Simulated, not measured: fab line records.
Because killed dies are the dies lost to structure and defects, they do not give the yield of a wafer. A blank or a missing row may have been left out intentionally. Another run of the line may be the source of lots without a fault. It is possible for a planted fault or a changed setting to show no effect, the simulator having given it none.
Problem report, 8D (eight disciplines) form, completed by code + flow gf180mcu + the parts of the form that need people (team, actions taken, sign-off) are left out

== 1. THE PROBLEM ==
run-length-s at GF_LVPWELL_DEHYDRATE_00 reads a mean of 92.28 s on 3 wafers of 2 lots; wafers without a fault read 89.13 s with a standard deviation of 0.19. Measured from the usual mean, that is +17 standard deviations.
The step: time 60 s.
Seen first at day 5 13:19 on litho-track-04, wafer L143.1. Wafers with a number at this step in the record: 25, from 9 lots. Rule for "out", or "out of limits": more than 4 standard deviations from the usual mean. The rest of the wafers with a number are treated as sound.

== 2. WHAT IT IS AND WHAT IT IS NOT ==
| question                    | is                     | is not                                                                                      |
|-----------------------------|------------------------|---------------------------------------------------------------------------------------------|
| which readings at this step | run-length-s           | -                                                                                           |
| which lots                  | L143, L144             | L135, L136, L149, L150, L156, L157, L158                                                    |
| which wafers of those lots  | L143.1, L144.1, L144.5 | L143.4                                                                                      |
| read on which tools         | litho-track-04         | litho-track-01, litho-track-02                                                              |
| when                        | from day 5 13:19       | up to then (7 sound wafers); but 15 sound wafers of L149, L150, L156, L157, L158 came after |

== 3. THE SUSPECTS, EACH WITH WHAT RULES IT OUT ==
Counting: if a tool at a process step up to the reading ran every lot that is out, it stays a suspect. Sound lots after the first of them don't rule it out here, since some wafers of a struck lot are sound.
- litho-track-04 at GF_LVPWELL_DEHYDRATE_00 (time 60 s): kept. It processed each lot that is out (first: L143, day 5 13:19); up to then, its last sound lot is L136 (day 3 20:44). Out on those wafers are its own readings of run-length-s.
Left after counting: litho-track-04 at GF_LVPWELL_DEHYDRATE_00.

== 4. THE CAUSE (what the simulator had put in) ==
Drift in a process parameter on litho-track-04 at GF_LVPWELL_DEHYDRATE_00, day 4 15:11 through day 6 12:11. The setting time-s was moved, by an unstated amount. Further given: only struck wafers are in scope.
Only this tool survived the counting.

== 5. SEQUENCE OF EFFECTS, ordered by route ==
One row per reading whose mean, taken over the struck wafers that have a number, lies over 3 standard deviations from the usual. Only readings whose record carries a usual standard deviation are examined. hours: median over the lots of the time between each lot's start at the first step of this table that gives one and its start at this step. sigmas: the change, counted in usual standard deviations.
| hours | step                    | reading      | usual   | on struck wafers | change | sigmas |
|-------|-------------------------|--------------|---------|------------------|--------|--------|
| 0     | GF_LVPWELL_DEHYDRATE_00 | run-length-s | 89.13 s | 92.28            | +3.15  | +17    |
Its process steps:
- GF_LVPWELL_DEHYDRATE_00: time 60 s.
Later measuring or inspecting steps at which every struck wafer that the step has a row for has a number for every such reading, and none has moved that far: GF_LVPWELL_OVL_MEAS_07.

== 6. WHAT WOULD HAVE CAUGHT IT SOONER ==
In this record the first reading out of limits was taken at day 5 13:19, 22 hours after the fault began at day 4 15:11.
